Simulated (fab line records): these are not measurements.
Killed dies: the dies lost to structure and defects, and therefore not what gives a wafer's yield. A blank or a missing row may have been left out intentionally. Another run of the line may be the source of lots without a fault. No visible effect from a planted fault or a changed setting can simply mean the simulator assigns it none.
Which tool did it? + flow gf180mcu + 21 wafers sampled from 7 lots at 1 step of a route of 602

WHAT THE GAUGES READ, wafer by wafer
GF_M2_CD_MEAS_14: target cd 280 nm.
| lot  | measured     | on        | cd_nm (nm)        |
|------|--------------|-----------|-------------------|
| L105 | day 20 20:07 | cd_sem-02 | 279.6 279.5 279.4 |
| L107 | day 21 19:44 | cd_sem-01 | 278.8 279.2 278.3 |
| L110 | day 22 14:46 | cd_sem-01 | 280.6 280.4 281.2 |
| L114 | day 23 22:23 | cd_sem-01 | 279.8 281.2 279.6 |
| L118 | day 24 22:17 | cd_sem-01 | 279.6 279.4 281.0 |
| L121 | day 25 23:40 | cd_sem-02 | 279.5 280.0 280.0 |
| L123 | day 26 13:10 | cd_sem-01 | 280.7 280.5 280.1 |

WHICH TOOL RAN EACH LOT (tool, then ch and the chambers of the sampled wafers, then the start)
There is no process step in the record ahead of these readings.

THE ANSWER, worked out from the rows above alone
Rule: what is usual is taken from the lots themselves. The widest of any qualifying gaps counts: lots, ordered by their means at a reading, are off when they make up no more than a third of the lots, leave a main group of 4 or more, and stand apart from it by 3 or more times the standard deviation of that group's means. A main group is skipped when, at the precision printed for the reading in the tables above, its means are all equal. Also off: a lot with no number at a reading for which 4 or more lots have one. All remaining lots with rows at the step are treated as sound.
Across all readings shown, no lot is off: no conclusion can be drawn from this.

WHAT THE SIMULATOR HAD INSERTED
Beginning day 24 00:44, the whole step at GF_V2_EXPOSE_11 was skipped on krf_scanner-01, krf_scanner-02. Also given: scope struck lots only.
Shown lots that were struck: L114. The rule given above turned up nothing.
